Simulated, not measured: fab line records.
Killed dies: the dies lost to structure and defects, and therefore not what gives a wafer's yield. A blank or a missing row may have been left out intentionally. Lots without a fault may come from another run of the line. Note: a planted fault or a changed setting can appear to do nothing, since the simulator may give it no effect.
What tool caused it?	flow gf180mcu	6 lots, 18 wafers sampled, at 1 step of a route of 602

## WHAT THE GAUGES SHOWED, per wafer
GF_V4_THK_MEAS_01.
lot	measured	on	V4_CVD_00_THK (nm)
L114	day 24 07:05	filmMetro-03	622 618 620
L116	day 24 21:34	filmMetro-03	628 617 616
L126	day 28 10:15	filmMetro-01	617 614 621
L128	day 28 21:48	filmMetro-01	628 634 636
L130	day 29 07:50	filmMetro-01	632 616 628
L132	day 29 17:28	filmMetro-02	632 635 631

## EACH LOT AND THE TOOL THAT RAN IT (in order: tool; ch and the chambers of the sampled wafers; start)
There is no process step in the record ahead of these readings.

## THE ANSWER, worked out from the rows above alone
Rule: what is usual is taken from the lots themselves. The widest of any qualifying gaps counts: lots, ordered by their means at a reading, are off when they make up no more than a third of the lots, leave a main group of 4 or more, and stand apart from it by 3 or more times the standard deviation of that group's means. Not used: any main group whose means are identical at the precision the tables above print for the reading. A lot without any number at a reading at which 4 lots or more have one is off too. Where the step has rows for the other lots, those lots are counted as sound.
Across all readings shown, no lot is off: no conclusion can be drawn from this.

## WHAT THE SIMULATOR PUT IN
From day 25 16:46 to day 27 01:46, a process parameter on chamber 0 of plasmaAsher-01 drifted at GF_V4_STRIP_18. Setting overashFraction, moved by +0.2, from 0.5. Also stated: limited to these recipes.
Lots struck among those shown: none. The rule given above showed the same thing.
